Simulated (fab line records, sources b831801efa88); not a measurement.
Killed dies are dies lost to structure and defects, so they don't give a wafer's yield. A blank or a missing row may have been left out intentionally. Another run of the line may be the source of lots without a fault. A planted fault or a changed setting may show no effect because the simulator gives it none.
One fault through the eyes of 2 desks / flow sfqLine / what lay behind the numbers comes last; until then each desk has only its own

## FROM THE METROLOGY DESK
What the gauges read for every lot (on any tool): the sampled wafers with a number, averaged. The brackets show how far a lot's mean lies from the usual mean; more than 4 standard deviations puts the lot out of limits, marked OUT.
Columns: A = C5_OVL at SFQ_C5_OVL_MEAS_937, usual 4 nm; B = M6_NB_RS at SFQ_M6_RS_MEAS_938, usual 0.895 ohm/sq; C = M6_OVL at SFQ_M6_OVL_MEAS_940, usual -1 nm
lot=L648; first seen here=day 57 21:52; A=6; B=0.893; C=-2
lot=L652; first seen here=day 59 17:29; A=9; B=0.894; C=-2
lot=L655; first seen here=day 60 11:02; A=3; B=0.888; C=1
lot=L656; first seen here=day 60 20:38; A=7; B=0.885; C=-4
lot=L661; first seen here=day 62 13:51; A=4; B=0.893; C=4
lot=L662; first seen here=day 62 18:38; A=-2; B=0.895; C=3
lot=L663; first seen here=day 62 23:27; A=5; B=0.895; C=-10
This desk found nothing out of limits on any of the 7 lots.

## FOR THE TOOL OWNER'S DESK: krfScanner-02
The tool's own readings at SFQ_TRILAYER_M6_LITHO_EXPOSE_160 (exposes mask M6, target cd 500 nm): means of the sampled wafers that have a number, for each lot that ran on this tool. The brackets show how far a lot's mean lies from the usual mean; more than 4 standard deviations puts the lot out of limits, marked OUT.
Columns: A = reticleTempC at SFQ_TRILAYER_M6_LITHO_EXPOSE_160, usual 22.99 C
lot=L648; first seen here=day 59 08:28; A=22.96
lot=L652; first seen here=day 61 00:04; A=22.93
lot=L655; first seen here=day 61 16:28; A=23.02
lot=L656; first seen here=day 62 03:14; A=22.85
lot=L661; first seen here=day 63 13:02; A=23.18
lot=L662; first seen here=day 63 15:50; A=22.87
lot=L663; first seen here=day 63 20:47; A=23.00
This desk found nothing out of limits on any of the 7 lots.

## BROUGHT TOGETHER
From the metrology desk's view, nothing was out of limits.
The desk of the tool owner found nothing out of limits.

## WHAT WAS PUT IN BY THE SIMULATOR
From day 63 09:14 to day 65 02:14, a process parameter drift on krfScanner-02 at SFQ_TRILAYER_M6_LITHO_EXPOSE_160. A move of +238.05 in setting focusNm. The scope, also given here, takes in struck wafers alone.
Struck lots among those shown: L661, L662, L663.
